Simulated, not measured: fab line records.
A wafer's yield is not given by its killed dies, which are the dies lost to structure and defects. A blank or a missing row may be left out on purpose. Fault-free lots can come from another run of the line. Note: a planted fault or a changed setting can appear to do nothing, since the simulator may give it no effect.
fab line records -- flow sky130
record: lots: 5, wafers: 15, last-day: 50
route steps=708 shown METAL2@490 PAD_OPEN@708
lots untouched by any fault: they come from a run of this same line in which no faults occurred
start-h: hours from the record's first day to the start of the lot's first wafer shown -- wait-h: hours from the lot's prior step to this one -- " unchanged from the row above -- L1.1+2: a row that stands for several wafers -- - value missing, or start not given -- * or withheld: withheld -- < > ~ a bound
route shown NAME@n: NAME is a module with steps in the file, n the number in the route of the first one -- usual: mean/standard deviation taken from wafers without a fault -- same: alike in all rows -- chamber/n: place in a boat -- sites: each site's reading -- _std_site: how widely they spread, as a standard deviation -- _edge_site: the outer-site mean with the inner-site mean subtracted -- radius-mm: for every site, how far away it sits from the centre of the wafer -- mask NAME#n: copy n -- behind: the last tool/chamber to shape the wafer -- hold: why the lot was held/for how many hours/how that ended -- device: transistor that didn't switch, given as n, p or np -- end of line: the route-end tests of the same wafers -- step lacking rows: just its recipe -- killed: dies lost to structure and defects at the first sort, not the wafer's yield -- map: shows each die of a wafer: x if killed, . if not, _ if none is there
set.NAME: the setting that was run; set.NAME@STEP: the one run at that earlier step -- model.NAME: the simulator's own value behind a step, which no gauge read
certain route steps with their lots: each step a table, each wafer a row
services: when a tool's chamber went out of use (start-h, in hours from the record's first day, below 0 if earlier), for how many hours, and the reason
== steps ==
step: SKY_METAL2_DEHYDRATE_07
recipe: temp-c: 200, time-s: 60
step: SKY_METAL2_HMDS_08
recipe: prime-time-s: 60, prime-temp-c: 120
step: SKY_METAL2_COAT_09
recipe: resist: BARC, temp-c: withheld, time-s: withheld, spin-rpm: 3000, resist-thk-nm: 60
step: SKY_METAL2_COAT_10
recipe: resist: KrF-thick, spin-rpm: 3000, resist-thk-nm: 450
step: SKY_METAL2_SOFTBAKE_11
recipe: temp-c: 100, time-s: 90, resist: KrF-thick
step: SKY_METAL2_EXPOSE_12
recipe: mask-id: MM2, na: 0.8, source-shape: annular, sigma-inner: 0.55, sigma-outer: 0.85, target-cd-nm: 140, dose-mj: 28
step: SKY_METAL2_PEB_13
recipe: peb-temp-c: withheld, peb-time-s: withheld, resist: KrF-thick
step: SKY_METAL2_DEVELOP_14
recipe: develop-time-s: 60, resist: KrF-thick, dev-temp-c: 21
step: SKY_METAL2_CD_MEAS_15
recipe: target-cd-nm: 140
usual: cd-nm: 140.3/1.7
lot.wafer,tool,chamber,start-h,wait-h,cd-nm
L248.3,cd-sem-02,-,814.39,-,141.8
L248.4,cd-sem-02,-,814.39,-,142.6
L248.5,cd-sem-02,-,814.39,-,143.0
L254.1,cd-sem-01,-,863.90,-,137.9
L254.3,cd-sem-01,-,863.90,-,138.4
L254.5,cd-sem-01,-,863.90,-,137.8
L260.3,cd-sem-02,-,905.69,-,138.6
L260.4,cd-sem-02,-,905.69,-,137.3
L260.6,cd-sem-02,-,905.69,-,137.9
L264.2,cd-sem-01,-,940.34,-,143.0
L264.3,cd-sem-01,-,940.34,-,141.2
L264.6,cd-sem-01,-,940.34,-,143.4
L268.2,cd-sem-02,-,973.49,-,140.8
L268.4,cd-sem-02,-,973.49,-,141.8
L268.5,cd-sem-02,-,973.49,-,139.2
step: SKY_METAL2_OVL_MEAS_16
usual: METAL2_OVL: -3/4.6
lot.wafer,tool,chamber,start-h,wait-h,METAL2_OVL[nm]
L248.3,overlay-01,-,814.48,0.1,-1
L248.4,overlay-01,-,814.48,0.1,2
L248.5,overlay-01,-,814.48,0.1,3
L254.1,overlay-02,-,864.02,0.1,-2
L254.3,overlay-02,-,864.02,0.1,-3
L254.5,overlay-02,-,864.02,0.1,-3
L260.3,overlay-02,-,905.78,0.1,-8
L260.4,overlay-02,-,905.78,0.1,-12
L260.6,overlay-02,-,905.78,0.1,-6
L264.2,overlay-01,-,940.44,0.1,-4
L264.3,overlay-01,-,940.44,0.1,-6
L264.6,overlay-01,-,940.44,0.1,0
L268.2,overlay-01,-,973.59,0.1,6
L268.4,overlay-01,-,973.59,0.1,1
L268.5,overlay-01,-,973.59,0.1,2
step: SKY_METAL2_DESCUM_17
recipe: chemistry: O2, source-power-w: 150, bias-power-w: 0, pressure-mtorr: 10, temp-c: 40, time-s: 8
usual: chamber-pressure-mTorr: 9.999/0.0096, drypump-motor-current-A: 5.7/0.45, oes-product-au: 1.000/0.0096
lot.wafer,tool,chamber,start-h,wait-h,chamber-pressure-mTorr,drypump-motor-current-A,oes-product-au,rf-hours-counter-h
L248.3,rie-metal-04,0,814.52,0.0,10.001,5.5,1.006,-
L248.4,rie-metal-04,1,814.52,0.0,9.980,5.0,1.003,-
L248.5,rie-metal-04,1,814.52,0.0,10.016,5.0,0.998,-
L254.1,rie-metal-01,1,864.06,0.0,10.015,6.4,1.003,17
L254.3,rie-metal-01,1,864.06,0.0,9.993,6.4,0.996,-
L254.5,rie-metal-01,1,864.06,0.0,9.998,6.4,1.005,-
L260.3,rie-metal-04,0,905.82,0.0,10.000,5.5,1.024,-
L260.4,rie-metal-04,1,905.82,0.0,10.003,5.0,1.002,-
L260.6,rie-metal-04,0,905.82,0.0,10.012,5.5,1.021,-
L264.2,rie-metal-01,0,940.47,0.0,10.006,5.8,0.993,13
L264.3,rie-metal-01,0,940.47,0.0,9.986,5.8,0.992,-
L264.6,rie-metal-01,1,940.47,0.0,9.994,6.4,1.000,-
L268.2,rie-metal-01,0,973.62,0.0,10.006,5.8,0.989,15
L268.4,rie-metal-01,1,973.62,0.0,9.995,6.4,1.019,-
L268.5,rie-metal-01,1,973.62,0.0,10.005,6.4,1.024,-
step: SKY_METAL2_ETCH_18
recipe: chemistry: N2/H2, target: BARC, ion-energy-ev: 200, bias-w: 100, pressure-mtorr: 30, n2-flow-sccm: 100, h2-flow-sccm: 200, icp-w: 500, stop-on: SiO2, time-s: 45.9, target-depth-a: 600
usual: chamber-pressure-mTorr: 30.00/0.042, drypump-motor-current-A: 5.8/0.45, h2-flow-sccm: 200.1/0.6, oes-product-au: 0.854/0.005, throttle-valve-pct: 13.225/0.0085
lot.wafer,tool,chamber,start-h,wait-h,chamber-pressure-mTorr,drypump-motor-current-A,h2-flow-sccm,oes-product-au,rf-hours-counter-h,throttle-valve-pct
L248.3,rie-metal-04,0,814.56,0.0,30.01,5.5,198.8,0.854,-,13.228
L248.4,rie-metal-04,1,814.56,0.0,30.05,5.0,201.1,0.858,-,13.227
L248.5,rie-metal-04,1,814.56,0.0,29.98,5.0,200.5,0.848,-,13.237
L254.1,rie-metal-01,1,864.09,0.0,30.00,6.4,199.9,0.858,17,13.220
L254.3,rie-metal-01,1,864.09,0.0,30.02,6.4,200.0,0.851,-,13.232
L254.5,rie-metal-01,1,864.09,0.0,30.02,6.4,199.7,0.858,-,13.211
L260.3,rie-metal-04,0,905.86,0.0,29.98,5.5,200.4,0.852,-,13.215
L260.4,rie-metal-04,1,905.86,0.0,29.98,5.0,199.8,0.848,-,13.217
L260.6,rie-metal-04,0,905.86,0.0,30.00,5.5,199.9,0.850,-,13.223
L264.2,rie-metal-01,0,940.50,0.0,30.01,5.8,200.9,0.860,13,13.237
L264.3,rie-metal-01,0,940.50,0.0,30.02,5.8,200.5,0.859,-,13.221
L264.6,rie-metal-01,1,940.50,0.0,30.01,6.4,200.8,0.860,-,13.204
L268.2,rie-metal-01,0,973.65,0.0,29.97,5.8,200.2,0.853,15,13.223
L268.4,rie-metal-01,1,973.65,0.0,29.99,6.4,200.4,0.851,-,13.219
L268.5,rie-metal-01,1,973.65,0.0,30.01,6.4,200.1,0.850,-,13.232
step: SKY_METAL2_METAL_ETCH_19
recipe: target-depth-a: 3600, stop-on: SiO2, over-etch-frac: 0.3, time-s: 78, chemistry: Cl2/BCl3, resist-sidewall-deg: 88, pressure-mtorr: 10, icp-w: 900, bias-w: 48.5, Cl2_flow_sccm: 60, bcl3-flow-sccm: 30
usual: chamber-pressure-mTorr: 10.000/0.0093, drypump-motor-current-A: 5.7/0.45, mfc-cl2-sccm: 59.98/0.19, oes-product-au: 0.854/0.0058, throttle-valve-pct: 22.264/0.0091
lot.wafer,tool,chamber,start-h,wait-h,chamber-pressure-mTorr,drypump-motor-current-A,mfc-cl2-sccm,oes-product-au,rf-hours-counter-h,throttle-valve-pct,model.KrF-thick_of_METAL2_COAT_10.thk-nm,model.METAL2.cd-nm,model.SiO2_of_VIA1_HDPCVD_00.thk-nm
L248.3,rie-metal-04,0,814.63,0.1,9.995,5.5,60.09,0.864,-,22.265,155.8,145.1,330.8
L248.4,rie-metal-04,1,814.63,0.1,9.994,5.0,59.75,0.864,-,22.269,159.3,143.8,330.8
L248.5,rie-metal-04,1,814.63,0.1,9.992,5.0,60.15,0.865,-,22.283,157.3,142.3,330.9
L254.1,rie-metal-01,1,864.15,0.0,9.986,6.4,60.13,0.856,17,22.253,155.1,135.1,331
L254.3,rie-metal-01,1,864.15,0.0,10.005,6.4,60.04,0.854,-,22.271,155.7,135,331.1
L254.5,rie-metal-01,1,864.15,0.0,9.994,6.4,60.17,0.857,-,22.268,153.1,136.2,331
L260.3,rie-metal-04,0,905.93,0.1,9.997,5.5,59.89,0.856,-,22.259,148,141.3,329.7
L260.4,rie-metal-04,1,905.93,0.1,10.014,5.0,59.79,0.847,-,22.268,205,139.9,332.3
L260.6,rie-metal-04,0,905.93,0.1,9.993,5.5,59.87,0.857,-,22.285,199.3,145.7,331.5
L264.2,rie-metal-01,0,940.57,0.0,9.985,5.8,60.04,0.855,13,22.253,160.7,138.8,329.9
L264.3,rie-metal-01,0,940.57,0.0,10.005,5.8,59.85,0.851,-,22.277,162.4,139.3,331.1
L264.6,rie-metal-01,1,940.57,0.0,9.999,6.4,60.35,0.847,-,22.259,153.3,144.2,331.3
L268.2,rie-metal-01,0,973.72,0.0,10.002,5.8,59.83,0.860,15,22.272,158.5,138,330.1
L268.4,rie-metal-01,1,973.72,0.0,10.024,6.4,59.71,0.853,-,22.266,150.2,141.8,331.9
L268.5,rie-metal-01,1,973.72,0.0,10.012,6.4,60.24,0.854,-,22.268,148.7,139,331.3
step: SKY_METAL2_STRIP_20
recipe: chemistry: O2/N2, power-w: 1400, pressure-mtorr: 1500, platen-temp-c: withheld, o2-flow-sccm: 3000, n2-flow-sccm: 300, overash-fraction: 0.5
usual: chamber-pressure-mTorr: 1500.0/1.4, drypump-motor-current-A: 5.7/0.46, oes-product-au: 0.343/0.0056, strip-time-to-endpoint-s: 2.68/0.052
lot.wafer,tool,chamber,start-h,wait-h,chamber-pressure-mTorr,drypump-motor-current-A,oes-product-au,rf-hours-counter-h,strip-time-to-endpoint-s
L248.3,plasma-asher-03,0,814.72,0.1,1501.0,5.8,0.344,-,2.66
L248.4,plasma-asher-03,1,814.72,0.1,1498.1,5.7,0.352,-,2.69
L248.5,plasma-asher-03,0,814.72,0.1,1500.6,5.8,0.349,-,2.67
L254.1,plasma-asher-04,1,864.24,0.1,1499.8,5.2,0.343,44,2.64
L254.3,plasma-asher-04,1,864.24,0.1,1501.3,5.2,0.342,-,2.66
L254.5,plasma-asher-04,0,864.24,0.1,1500.4,6.1,0.338,-,2.62
L260.3,plasma-asher-01,1,906.02,0.1,1501.5,5.0,0.339,-,2.57
L260.4,plasma-asher-01,0,906.02,0.1,1501.2,6.4,0.361,-,3.20
L260.6,plasma-asher-01,1,906.02,0.1,1498.8,5.0,0.361,-,3.12
L264.2,plasma-asher-04,1,940.66,0.1,1501.2,5.1,0.336,51,2.72
L264.3,plasma-asher-04,0,940.66,0.1,1501.0,6.1,0.350,-,2.74
L264.6,plasma-asher-04,0,940.66,0.1,1499.9,6.1,0.336,-,2.64
L268.2,plasma-asher-03,1,973.81,0.1,1500.1,5.7,0.344,85,2.70
L268.4,plasma-asher-03,0,973.81,0.1,1499.4,5.8,0.340,-,2.61
L268.5,plasma-asher-03,1,973.81,0.1,1502.4,5.7,0.329,-,2.57
step: SKY_METAL2_STRIP_21
recipe: chemistry: post-etch-residue-remover, time-s: 1200, temp-c: 72.5
step: SKY_PAD_OPEN_PROBE_99
lot.wafer,tool,chamber,start-h,wait-h,model.etest.met2.width-nm,model.etest.met2-comb.leak-log10-a-um,model.etest.met2.line-ohm-um
L248.3,prober-02,-,1076.26,0.2,144.5,-12.01,0.8732
L248.4,prober-02,-,1076.31,0.2,143.8,-11.94,0.8814
L248.5,prober-02,-,1076.36,0.2,141.9,-12.02,0.9097
L254.1,prober-02,-,1113.62,0.1,134.4,-12.15,0.9563
L254.3,prober-02,-,1113.72,0.2,134,-12.02,0.9501
L254.5,prober-02,-,1113.82,0.2,134.7,-12.07,0.9563
L260.3,prober-02,-,1143.70,0.2,139.8,-12.1,0.9226
L260.4,prober-02,-,1143.75,0.2,142.3,-10.13,0.9186
L260.6,prober-02,-,1143.85,0.2,148.3,-11.82,0.872
L264.2,prober-01,-,1166.54,0.1,137.1,-11.98,0.9293
L264.3,prober-01,-,1166.59,0.2,139.2,-11.87,0.9304
L264.6,prober-01,-,1166.74,0.2,143.2,-11.98,0.9063
L268.2,prober-01,-,1188.20,0.1,141,-11.95,0.9013
L268.4,prober-01,-,1188.30,0.2,141.2,-12.02,0.909
L268.5,prober-01,-,1188.35,0.2,141.8,-11.81,0.9097
killed by level:class
L248.3 CONTACT:geometric-particle:open=12 METAL1:geometric-particle:short=9 LI_CONTACT:geometric-particle:open=9 FIELD_ISO:geometric-particle:short=7 VIA1:geometric-particle:short=6 VIA1:geometric-particle:open=6 VIA2:geometric-particle:open=6 METAL2:geometric-particle:short=5
L248.4 VIA1:geometric-particle:open=12 CONTACT:geometric-particle:open=10 CONTACT:geometric-particle:short=10 METAL2:geometric-particle:short=4 VIA2:geometric-particle:open=4 VIA3:geometric-particle:open=4 POLY_GATE:geometric-particle:short=3 LI_CONTACT:geometric-particle:open=3
L248.5 CONTACT:geometric-particle:open=12 VIA1:geometric-particle:open=8 VIA3:geometric-particle:open=6 VIA2:geometric-particle:open=5 FIELD_ISO:geometric-particle:open=4 CONTACT:geometric-particle:short=4 LOCAL_INTERCONNECT:geometric-particle:short=4 POLY_GATE:geometric-particle:short=4
L254.1 VIA3:geometric-particle:open=7 LI_CONTACT:geometric-particle:open=6 VIA1:geometric-particle:open=6 CONTACT:geometric-particle:open=5 METAL2:geometric-particle:short=4 CONTACT:geometric-particle:short=4 VIA2:geometric-particle:short=4 VIA3:geometric-particle:short=4
L254.3 VIA1:geometric-particle:open=11 VIA2:geometric-particle:open=9 FIELD_ISO:geometric-particle:short=8 FIELD_ISO:geometric-particle:open=6 CONTACT:geometric-particle:open=6 LI_CONTACT:geometric-particle:open=5 VIA1:geometric-particle:short=5 VIA3:geometric-particle:open=5
L254.5 LI_CONTACT:geometric-particle:open=10 VIA2:geometric-particle:open=9 VIA1:geometric-particle:short=8 VIA3:geometric-particle:open=6 CONTACT:geometric-particle:open=6 LOCAL_INTERCONNECT:geometric-particle:short=5 VIA1:geometric-particle:open=5 POLY_GATE:geometric-particle:open=4
L264.2 CONTACT:geometric-particle:open=8 VIA1:geometric-particle:open=8 VIA3:geometric-particle:open=7 LI_CONTACT:geometric-particle:open=7 CONTACT:geometric-particle:short=5 VIA2:geometric-particle:open=5 METAL1:geometric-particle:short=3 POLY_GATE:geometric-particle:short=3
L264.3 VIA1:geometric-particle:open=13 CONTACT:geometric-particle:open=8 METAL2:geometric-particle:short=6 VIA2:geometric-particle:open=6 LOCAL_INTERCONNECT:geometric-particle:short=5 CONTACT:geometric-particle:short=5 POLY_CUT:geometric-particle:open=4 METAL1:geometric-particle:short=4
L264.6 LOCAL_INTERCONNECT:geometric-particle:short=11 CONTACT:geometric-particle:open=9 LI_CONTACT:geometric-particle:open=7 CONTACT:geometric-particle:short=7 VIA3:geometric-particle:open=7 POLY_GATE:geometric-particle:short=6 VIA1:geometric-particle:open=6 VIA2:geometric-particle:open=6
L268.2 CONTACT:geometric-particle:open=13 LI_CONTACT:geometric-particle:open=9 POLY_GATE:geometric-particle:short=5 VIA1:geometric-particle:open=5 VIA1:geometric-particle:short=5 LOCAL_INTERCONNECT:geometric-particle:short=4 METAL1:geometric-particle:short=4 VIA3:geometric-particle:short=4
L268.4 VIA3:geometric-particle:open=9 VIA2:geometric-particle:open=9 LI_CONTACT:geometric-particle:open=8 METAL1:geometric-particle:short=6 VIA1:geometric-particle:open=6 METAL2:geometric-particle:short=4 CONTACT:geometric-particle:open=4 FIELD_ISO:geometric-particle:open=3
L268.5 CONTACT:geometric-particle:open=13 CONTACT:geometric-particle:short=8 METAL2:geometric-particle:open=6 VIA1:geometric-particle:open=5 POLY_GATE:geometric-particle:short=4 METAL1:geometric-particle:short=4 VIA2:geometric-particle:open=4 METAL4:geometric-particle:short=4
== services ==
tool,chamber,start-h,hours,kind
rie-metal-01,1,802.36,2.2,repair
plasma-asher-03,-,808.62,3.0,repair
plasma-asher-04,-,820.15,5.8,repair
rie-metal-04,1,854.78,7.0,repair
rie-metal-01,-,859.83,2.8,pm
rie-metal-01,1,871.63,-,clean
rie-metal-01,1,871.63,21.8,scheduled-down
rie-metal-01,1,871.63,21.8,vent-cycle
plasma-asher-01,-,888.50,3.1,repair
rie-metal-01,-,906.76,0.6,repair
rie-metal-04,1,917.99,-,clean
rie-metal-04,1,917.99,30.9,scheduled-down
rie-metal-04,1,917.99,30.9,vent-cycle
plasma-asher-01,-,922.68,2.8,pm
plasma-asher-03,-,941.30,4.3,pm
rie-metal-04,1,973.86,20.2,repair
== key ==
first-sign: step: SKY_METAL2_STRIP_20, reading: strip-time-to-endpoint-s, direction: up, sigmas: 9.1, usual: *, struck: *
effect: step: SKY_METAL2_STRIP_20, reading: oes-product-au, direction: up, sigmas: 3.3, usual: 0.343, struck: 0.361
model-effect: step: SKY_METAL2_METAL_ETCH_19, value: KrF-thick_of_METAL2_COAT_10.thk-nm, without: 152.5, struck: 202.2
model-effect: step: SKY_PAD_OPEN_PROBE_99, value: etest.met2.width-nm, without: 139.7, struck: 145.3
met-at SKY_METAL2_METAL_ETCH_19
struck-wafers L260.4,L260.6
sort-left-out L260.4,L260.6
onset-between 814.63 905.93
fault: kind: process-parameter-drift, tool: rie-metal-04, chamber: -, onset-h: 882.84, steps: SKY_METAL2_METAL_ETCH_19, channel: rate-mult, offset: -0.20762, shape: step, end-h: 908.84, scope: struck-wafers-only
sort-left-out: the simulated sort isn't trusted on such a fault, so these wafers' sort isn't shown, and their yield isn't known
